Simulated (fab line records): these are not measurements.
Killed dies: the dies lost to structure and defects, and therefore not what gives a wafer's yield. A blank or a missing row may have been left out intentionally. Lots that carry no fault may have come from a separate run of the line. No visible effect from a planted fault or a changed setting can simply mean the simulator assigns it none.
fab line records -- flow sky130
record: lots: 12, wafers: 36, lastDay: 50
route steps=708 shown FIELD_ISO@3 POLY_GATE@231 LDD_N@253
lots that met no fault: taken from a fault-free run of the same line
startH: the number of hours between the record's first day and the start of the first shown wafer of the lot -- waitH: hours since the lot's step before -- " same as the row above -- L1.1+2: a row that stands for several wafers -- - no value, or no start given -- * or withheld: withheld -- < > ~ a bound
route shown NAME@n: names a module that has steps shown in the file, with the first one's number in the route -- usual: average and standard deviation across the fault-free wafers -- same: alike in all rows -- chamber/n: place in a boat -- sites: readings site by site -- _std_site: standard deviation across them -- _edge_site: mean of outer sites minus mean of inner sites -- radiusMm: for every site, how far away it sits from the centre of the wafer -- mask NAME#n: copy n -- behind: the tool/chamber that last shaped the wafer -- hold: why the lot went on hold/how many hours it stayed there/how the hold came to an end -- device: whichever transistor did not switch (one of n, p or np) -- end of line: the tests these same wafers got at the end of their route -- a step with no rows: only its recipe -- killed: dies that structure and defects cost at the first sort, which is not the same as the wafer's yield -- map: a wafer's dies, x killed, . not, _ none there
set.NAME: the setting that was run; set.NAME@STEP: the one run at that earlier step -- model.NAME: the simulator's own value behind a step, which no gauge read
steps of the route over a sample of lots; a table a step, a row a wafer
services: when a tool's chamber went out of use (startH, in hours from the record's first day, below 0 if earlier), for how many hours, and the reason
== steps ==
step: SKY_FIELD_ISO_THK_MEAS_02
recipe: reads: SiO2_of_FIELD_ISO_OXIDATION_01
usual: FIELD_ISO_OXIDATION_00_THK: 12.16/0.24
lot.wafer,tool,chamber,startH,waitH,hold,FIELD_ISO_OXIDATION_00_THK[nm]
L668.2,filmMetro-04,-,12.81,0.0,-,12.00
L668.4,filmMetro-04,-,12.81,0.0,-,12.09
L668.5,filmMetro-04,-,12.81,0.0,-,12.33
L669.1,filmMetro-04,-,16.63,0.0,-,12.09
L669.3,filmMetro-04,-,16.63,0.0,-,12.38
L669.4,filmMetro-04,-,16.63,0.0,-,12.02
L670.1,filmMetro-04,-,23.11,0.0,-,11.84
L670.4,filmMetro-04,-,23.11,0.0,-,11.99
L670.6,filmMetro-04,-,23.11,0.0,-,12.16
L671.1,filmMetro-04,-,28.22,0.0,-,12.31
L671.2,filmMetro-04,-,28.22,0.0,-,11.89
L671.6,filmMetro-04,-,28.22,0.0,-,12.15
L672.1,filmMetro-04,-,31.63,0.0,-,11.54
L672.4,filmMetro-04,-,31.63,0.0,-,11.83
L672.6,filmMetro-04,-,31.63,0.0,-,11.59
L673.4,filmMetro-03,-,36.66,0.0,-,11.96
L673.5,filmMetro-03,-,36.66,0.0,-,11.63
L673.6,filmMetro-03,-,36.66,0.0,-,11.85
L674.3,filmMetro-03,-,41.65,0.0,-,12.31
L674.5,filmMetro-03,-,41.65,0.0,-,12.32
L674.6,filmMetro-03,-,41.65,0.0,-,12.39
L675.3,filmMetro-02,-,46.65,0.0,-,12.37
L675.4,filmMetro-02,-,46.65,0.0,-,12.29
L675.6,filmMetro-02,-,46.65,0.0,-,12.14
L683.2,filmMetro-02,-,88.24,0.0,awaitDispo/0.2h/release,14.88
L683.3,filmMetro-02,-,88.24,0.0,awaitDispo/0.2h/release,14.90
L683.6,filmMetro-02,-,88.24,0.0,awaitDispo/0.2h/release,14.56
L683.2,filmMetro-02,-,88.47,0.2,-,14.87
L683.3,filmMetro-02,-,88.47,0.2,-,14.85
L683.6,filmMetro-02,-,88.47,0.2,-,14.55
L685.1,filmMetro-02,-,97.26,0.0,awaitDispo/0.2h/release,15.41
L685.2,filmMetro-02,-,97.26,0.0,awaitDispo/0.2h/release,15.43
L685.5,filmMetro-02,-,97.26,0.0,awaitDispo/0.2h/release,15.44
L685.1,filmMetro-02,-,97.48,0.2,-,15.41
L685.2,filmMetro-02,-,97.48,0.2,-,15.50
L685.5,filmMetro-02,-,97.48,0.2,-,15.39
L687.1,filmMetro-02,-,106.63,0.0,awaitDispo/0.2h/release,15.36
L687.3,filmMetro-02,-,106.63,0.0,awaitDispo/0.2h/release,15.46
L687.6,filmMetro-02,-,106.63,0.0,awaitDispo/0.2h/release,15.43
L687.1,filmMetro-02,-,106.86,0.2,-,15.34
L687.3,filmMetro-02,-,106.86,0.2,-,15.46
L687.6,filmMetro-02,-,106.86,0.2,-,15.43
L689.1,filmMetro-04,-,118.00,0.0,-,12.42
L689.4,filmMetro-04,-,118.00,0.0,-,12.16
L689.6,filmMetro-04,-,118.00,0.0,-,12.31
step: SKY_FIELD_ISO_CMP_27
recipe: stopOn: Si3N4, tOverpolishS: 16, downForcePsi: 4, platenRpm: 60, targetThkNm: 457.8, padVelocityMS: 0.94248
usual: motorCurrentA: 12.4/1.5, overpolishRunS: 16.000/0.0091, retainingRingPressureFrac: 1.000/0.0047, timeToEndpointS: 113/3.3
lot.wafer,tool,chamber,startH,waitH,motorCurrentA,overpolishRunS,retainingRingPressureFrac,timeToEndpointS
L668.2,cmp-02,3,35.45,0.1,15.1,15.996,1.005,109
L668.4,cmp-02,0,35.45,0.1,9.1,16.011,0.991,117
L668.5,cmp-02,3,35.45,0.1,15.4,15.992,0.994,108
L669.4,cmp-01,2,39.75,0.0,12.6,15.995,1.003,110
L669.1,cmp-01,3,39.75,0.0,12.6,15.990,0.995,110
L669.3,cmp-01,1,39.75,0.0,12.6,15.987,0.998,108
L670.1,cmp-02,2,44.71,0.1,12.3,15.998,0.999,113
L670.4,cmp-02,0,44.71,0.1,9.5,15.992,1.002,112
L670.6,cmp-02,1,44.71,0.1,13.0,16.000,0.996,113
L671.2,cmp-02,2,51.17,0.1,12.1,15.991,1.010,112
L671.1,cmp-02,3,51.17,0.1,14.6,15.995,1.006,114
L671.6,cmp-02,0,51.17,0.1,9.1,15.996,0.994,110
L672.1,cmp-02,2,58.02,0.0,11.4,15.998,1.006,116
L672.4,cmp-02,0,58.02,0.0,9.4,16.003,1.010,114
L672.6,cmp-02,3,58.02,0.0,14.7,16.000,0.996,109
L673.4,cmp-01,3,62.91,0.0,11.8,15.994,1.003,111
L673.5,cmp-01,3,62.91,0.0,12.9,15.998,1.001,113
L673.6,cmp-01,0,62.91,0.0,12.2,15.993,1.001,108
L674.3,cmp-01,3,65.76,0.1,12.7,15.994,0.999,115
L674.5,cmp-01,1,65.76,0.1,12.3,16.010,1.010,110
L674.6,cmp-01,2,65.76,0.1,12.9,16.012,0.999,110
L675.3,cmp-02,1,70.87,0.0,12.7,15.998,1.010,117
L675.4,cmp-02,3,70.87,0.0,15.6,16.010,0.996,114
L675.6,cmp-02,2,70.87,0.0,11.9,15.996,1.000,116
L683.2,cmp-02,3,116.48,0.0,14.7,15.977,0.993,120
L683.3,cmp-02,2,116.48,0.0,11.7,16.008,0.997,117
L683.6,cmp-02,3,116.48,0.0,14.4,15.993,1.002,115
L685.2,cmp-01,2,126.46,0.0,12.5,15.976,0.999,111
L685.1,cmp-01,0,126.46,0.0,11.2,15.990,0.998,113
L685.5,cmp-01,3,126.46,0.0,12.5,15.988,1.000,116
L687.3,cmp-01,0,133.08,0.0,12.3,16.007,1.004,111
L687.1,cmp-01,1,133.08,0.0,12.9,15.993,0.999,110
L687.6,cmp-01,1,133.08,0.0,12.6,15.999,1.008,107
L689.1,cmp-02,1,149.96,0.0,12.7,15.993,0.999,116
L689.4,cmp-02,3,149.96,0.0,14.8,16.003,1.002,112
L689.6,cmp-02,1,149.96,0.0,13.2,16.003,0.997,116
step: SKY_POLY_GATE_ETCH_17
recipe: targetDepthNm: 180, stopOn: SiO2, overEtchFrac: 0.56667, chemistry: HBr/Cl2, target: poly-Si, icpW: 400, biasW: 100, pressureMtorr: 10, HBr_flow_sccm: 150, Cl2_flow_sccm: 50, timeS: 70.5
usual: drypumpMotorCurrentA: 5.8/0.48, oesProductAu: 0.983/0.0075, throttleValvePct: 33.685/0.0092
lot.wafer,tool,chamber,startH,waitH,drypumpMotorCurrentA,oesProductAu,rfHoursCounterH,throttleValvePct
L668.2,rieSi-02,2,381.49,0.0,6.2,0.975,8,33.673
L668.4,rieSi-02,0,381.49,0.0,6.0,0.983,70,33.659
L668.5,rieSi-02,0,381.49,0.0,6.0,0.981,-,33.671
L669.1,rieSi-01,0,396.18,0.0,6.1,0.996,2,33.675
L669.3,rieSi-01,1,396.18,0.0,5.9,0.975,4,33.683
L669.4,rieSi-01,2,396.18,0.0,6.6,0.993,3,33.690
L670.1,rieSi-01,0,399.55,0.0,6.1,0.993,2,33.665
L670.4,rieSi-01,1,399.55,0.0,5.9,0.971,4,33.690
L670.6,rieSi-01,2,399.55,0.0,6.6,0.986,-,33.683
L671.1,rieSi-02,3,406.93,0.0,5.4,0.974,42,33.683
L671.2,rieSi-02,2,406.93,0.0,6.2,0.981,8,33.673
L671.6,rieSi-02,1,406.93,0.0,5.0,0.988,-,33.697
L672.1,rieSi-01,2,418.55,0.0,6.6,0.981,3,33.690
L672.4,rieSi-01,1,418.55,0.0,5.9,0.974,4,33.693
L672.6,rieSi-01,1,418.55,0.0,5.9,0.970,-,33.691
L673.4,rieSi-01,1,423.40,0.0,5.9,0.984,4,33.702
L673.5,rieSi-01,1,423.40,0.0,5.9,0.989,-,33.688
L673.6,rieSi-01,2,423.40,0.0,6.6,0.992,-,33.682
L674.3,rieSi-02,1,431.65,0.0,5.0,0.973,2,33.678
L674.5,rieSi-02,1,431.65,0.0,5.0,0.972,-,33.683
L674.6,rieSi-02,2,431.65,0.0,6.2,0.967,-,33.671
L675.3,rieSi-02,3,448.05,0.0,5.4,0.977,43,33.688
L675.4,rieSi-02,2,448.05,0.0,6.2,0.973,-,33.683
L675.6,rieSi-02,3,448.05,0.0,5.4,0.991,-,33.707
L683.2,rieSi-02,2,514.18,0.0,6.2,0.979,9,33.678
L683.3,rieSi-02,0,514.18,0.0,6.0,0.978,0,33.670
L683.6,rieSi-02,3,514.18,0.0,5.4,0.974,-,33.688
L685.1,rieSi-02,0,532.33,0.0,6.0,0.989,0,33.682
L685.2,rieSi-02,2,532.33,0.0,6.2,0.985,9,33.689
L685.5,rieSi-02,1,532.33,0.0,5.0,0.984,-,33.688
L687.1,rieSi-02,3,541.25,0.0,5.4,0.985,43,33.680
L687.3,rieSi-02,1,541.25,0.0,5.0,0.990,2,33.671
L687.6,rieSi-02,3,541.25,0.0,5.4,0.990,-,33.693
L689.1,rieSi-02,0,567.40,0.0,6.0,0.973,0,33.667
L689.4,rieSi-02,2,567.40,0.0,6.2,0.978,-,33.680
L689.6,rieSi-02,0,567.40,0.0,6.0,0.988,-,33.677
step: SKY_LDD_N_STRIP_16
recipe: chemistry: O2/N2, powerW: 1400, pressureMtorr: 1500, platenTempC: withheld, o2FlowSccm: 3000, n2FlowSccm: 300, overashFraction: 0.5
usual: drypumpMotorCurrentA: 5.5/0.31, oesProductAu: 0.406/0.0045, stripTimeToEndpointS: 4.315/0.014
lot.wafer,tool,chamber,startH,waitH,drypumpMotorCurrentA,oesProductAu,rfHoursCounterH,stripTimeToEndpointS
L668.2,plasmaAsher-01,0,415.95,0.1,5.2,0.405,74,4.315
L668.4,plasmaAsher-01,1,415.95,0.1,5.7,0.406,-,4.294
L668.5,plasmaAsher-01,1,415.95,0.1,5.7,0.403,-,4.315
L669.1,plasmaAsher-02,0,429.16,0.1,5.6,0.408,62,4.324
L669.3,plasmaAsher-02,0,429.16,0.1,5.6,0.405,-,4.305
L669.4,plasmaAsher-02,1,429.16,0.1,6.1,0.405,-,4.300
L670.1,plasmaAsher-01,0,432.20,0.1,5.2,0.414,0,4.312
L670.4,plasmaAsher-01,0,432.20,0.1,5.2,0.401,-,4.303
L670.6,plasmaAsher-01,0,432.20,0.1,5.2,0.403,-,4.313
L671.1,plasmaAsher-01,0,442.90,0.1,5.2,0.405,1,4.307
L671.2,plasmaAsher-01,1,442.90,0.1,5.8,0.403,1,4.316
L671.6,plasmaAsher-01,0,442.90,0.1,5.2,0.408,-,4.298
L672.1,plasmaAsher-01,1,454.60,0.1,5.8,0.409,2,4.315
L672.4,plasmaAsher-01,0,454.60,0.1,5.2,0.403,-,4.319
L672.6,plasmaAsher-01,0,454.60,0.1,5.2,0.397,-,4.326
L673.4,plasmaAsher-03,1,459.27,0.1,5.2,0.410,-,4.330
L673.5,plasmaAsher-03,0,459.27,0.1,5.3,0.411,-,4.322
L673.6,plasmaAsher-03,1,459.27,0.1,5.2,0.411,-,4.344
L674.3,plasmaAsher-03,0,468.44,0.1,5.3,0.410,-,4.317
L674.5,plasmaAsher-03,1,468.44,0.1,5.2,0.403,-,4.296
L674.6,plasmaAsher-03,0,468.44,0.1,5.3,0.409,-,4.318
L675.3,plasmaAsher-01,1,484.63,0.1,5.7,0.405,-,4.315
L675.4,plasmaAsher-01,0,484.63,0.1,5.2,0.411,-,4.337
L675.6,plasmaAsher-01,1,484.63,0.1,5.7,0.404,-,4.311
L683.2,plasmaAsher-03,1,548.80,0.1,5.2,0.411,42,4.323
L683.3,plasmaAsher-03,0,548.80,0.1,5.3,0.409,-,4.314
L683.6,plasmaAsher-03,0,548.80,0.1,5.4,0.400,-,4.336
L685.1,plasmaAsher-02,0,565.50,0.1,5.7,0.405,76,4.314
L685.2,plasmaAsher-02,1,565.50,0.1,6.1,0.413,76,4.339
L685.5,plasmaAsher-02,1,565.50,0.1,6.1,0.405,-,4.329
L687.1,plasmaAsher-02,0,574.30,0.1,5.7,0.399,77,4.301
L687.3,plasmaAsher-02,1,574.30,0.1,6.1,0.410,-,4.321
L687.6,plasmaAsher-02,1,574.30,0.1,6.1,0.402,-,4.305
L689.1,plasmaAsher-02,0,599.88,0.1,5.6,0.405,80,4.330
L689.4,plasmaAsher-02,1,599.88,0.1,6.1,0.403,-,4.312
L689.6,plasmaAsher-02,0,599.88,0.1,5.6,0.401,-,4.305
== services ==
tool,chamber,startH,hours,kind
cmp-02,-,13.45,9.1,pm
rieSi-02,-,20.18,0.3,repair
rieSi-02,-,22.86,14.6,pm
cmp-02,-,64.00,4.0,pm
cmp-01,-,97.74,0.3,repair
rieSi-02,3,123.11,14.1,repair
cmp-01,-,161.73,4.5,pm
cmp-02,-,183.78,1.0,repair
cmp-02,-,185.65,1.0,repair
cmp-02,-,198.71,22.1,pm
cmp-02,-,258.85,9.2,pm
cmp-02,-,293.63,2.1,repair
rieSi-02,3,320.60,8.1,repair
cmp-02,-,349.15,2.8,repair
cmp-02,-,398.40,0.5,repair
cmp-02,-,404.00,4.0,pm
cmp-02,-,404.99,3.6,repair
cmp-02,-,412.55,1.1,repair
cmp-02,-,478.06,2.6,repair
cmp-02,-,547.50,0.3,repair
cmp-02,-,549.14,2.7,repair
cmp-02,-,582.07,2.1,repair
cmp-02,-,588.10,0.6,repair
rieSi-02,0,588.58,10.4,repair
== key ==
firstSign: step: SKY_FIELD_ISO_THK_MEAS_02, reading: visit, direction: added
effect: step: SKY_FIELD_ISO_THK_MEAS_02, reading: FIELD_ISO_OXIDATION_00_THK, direction: up, sigmas: 13, usual: 12.16, struck: 15.21
metAt SKY_FIELD_ISO_THK_MEAS_02
struckLots L683,L685,L687
testerLeftOut L683,L685,L687
notActingAt SKY_FIELD_ISO_CMP_27,SKY_POLY_GATE_ETCH_17,SKY_LDD_N_STRIP_16
onsetBetween 46.65 88.24
fault: kind: metrologyMatchingOffset, tool: filmMetro-02, chamber: -, onsetH: 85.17, steps: SKY_FIELD_ISO_THK_MEAS_02, param: thkNm, offset: 2.8911
testerLeftOut: of these lots the tester's yield and bins aren't shown, on N5 and GAA mostly nor the transistor test; their killed dies are dies lost to structure and defects alone, not to doping, threshold or leakage, so they don't give the yield
